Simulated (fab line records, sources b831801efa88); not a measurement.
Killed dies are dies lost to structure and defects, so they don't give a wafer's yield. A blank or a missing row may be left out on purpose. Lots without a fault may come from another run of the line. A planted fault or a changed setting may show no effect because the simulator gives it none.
A struck lot beside a sound one | flow sky130 | 16 steps out of a route of 708
Sound: wafers L347.1, L347.4, L347.6. Struck: wafer L350.5. (L350.1, L350.3 of the same lot were not struck and are left out.) The cause comes at the end.
At each step with rows: each side's tool, then ch and its chambers, then its first start. Under that, the readings that differ: sound wafers | struck wafers | difference of the means | sigmas: that difference in standard deviations of wafers without a fault.
alike: readings whose means differ by less than 2 such deviations, and words and numbers that are the same on both sides. not compared: withheld readings, readings that some wafer has no value for, bounds like >300 that may hide the same value, and numbers for which the record gives no deviation and whose values overlap.
The two part at a step that has a row with sigmas, a row that says differs or no value, or rows on one side only. Numbers that don't overlap but have no deviation are shown without sigmas and don't part them. A reading that every wafer of one side lacks parts them only if that side has two wafers or more.

first, 7 steps without rows for these wafers: SKY_METAL4_HMDS_06 (prime time 60 s); SKY_METAL4_COAT_07 (resist thk 60 nm); SKY_METAL4_COAT_08 (resist thk 1140 nm); SKY_METAL4_SOFTBAKE_09 (time 90 s); SKY_METAL4_EXPOSE_10 (exposes mask MM4, target cd 300 nm); SKY_METAL4_PEB_11; SKY_METAL4_DEVELOP_12 (develop time 60 s).
SKY_METAL4_CD_MEAS_13: target cd 300 nm.
  sound on cd_sem-02, day 45 16:27; struck on cd_sem-02, day 46 06:38
  alike: cd_nm
SKY_METAL4_OVL_MEAS_14:
  sound on overlay-02, day 45 16:34; struck on overlay-01, day 46 06:46
  alike: METAL4_OVL
SKY_METAL4_DESCUM_15: chemistry O2, time 8 s.
  sound on rie_metal-01 ch 0,1, day 45 16:36; struck on rie_metal-03 ch 1, day 46 06:47
  alike: drypump_motor_current_A, oes_product_au
  not compared: rf_hours_counter_h
SKY_METAL4_ETCH_16: etches BARC in N2/H2, stops on SiO2, time 88.2 s, target depth 60 nm.
  sound on rie_metal-01 ch 0,1, day 45 16:38; struck on rie_metal-03 ch 1, day 46 06:49
  alike: drypump_motor_current_A, oes_product_au, run_length_s, throttle_valve_pct
  not compared: rf_hours_counter_h
SKY_METAL4_ETCH_17: etches SiO2 in C4F8/O2/Ar, stops on TiN, time 3.9 s, target depth 15 nm.
  sound on rie_diel-03 ch 1,2, day 45 16:44; struck on rie_diel-03 ch 2, day 46 06:55
  reading               | sound             | struck | difference | sigmas
  oes_product_au (a.u.) | 0.759 0.758 0.755 | 0.776  | +0.019     | +2
  not compared: rf_hours_counter_h
SKY_METAL4_METAL_ETCH_18: etches the open film in Cl2/BCl3, stops on SiO2, target depth 845 nm, time 183.1 s.
  sound on rie_metal-04 ch 0,1, day 45 16:45; struck on rie_metal-01 ch 1, day 46 06:56
  reading                                       | sound             | struck | difference | sigmas
  oes_product_au (a.u.)                         | 0.869 0.861 0.855 | 0.923  | +0.061     | +13
  run_length_s (s)                              | 212.0 211.1 211.2 | 200.0  | -11.4      | -25
  model.KrF-thick_of_METAL4_COAT_08.thk_nm (nm) | 534.3 525.5 526.7 | 564.3  | +35.5      |
  alike: drypump_motor_current_A, throttle_valve_pct
  not compared: rf_hours_counter_h
SKY_METAL4_STRIP_19: strips in O2/N2.
  sound on plasma_asher-01 ch 0,1, day 45 16:56; struck on plasma_asher-03 ch 0, day 46 07:07
  reading                      | sound             | struck | difference | sigmas
  drypump_motor_current_A (A)  | 6.5 5.7 6.5       | 5.3    | -0.9       | -2
  oes_product_au (a.u.)        | 0.509 0.501 0.503 | 0.516  | +0.012     | +2
  strip_time_to_endpoint_s (s) | 6.60 6.51 6.53    | 6.88   | +0.33      | +5
  not compared: rf_hours_counter_h
then, 1 step without rows for these wafers: SKY_METAL4_STRIP_20 (strips in post etch residue remover, time 1200 s).
-- the record jumps here: 3 days lie between the struck wafers' starts before and after (it left off in module METAL4 and takes up again in module PAD_OPEN, whose first step shown is number 708 of the route) --
SKY_PAD_OPEN_PROBE_99:
  the record has rows for the struck wafers here (prober-02, day 49 17:01) and none for the sound ones

WHERE THEY PART
First at SKY_METAL4_ETCH_17; last, within this record, at SKY_PAD_OPEN_PROBE_99.

WHY: what the simulator had put in
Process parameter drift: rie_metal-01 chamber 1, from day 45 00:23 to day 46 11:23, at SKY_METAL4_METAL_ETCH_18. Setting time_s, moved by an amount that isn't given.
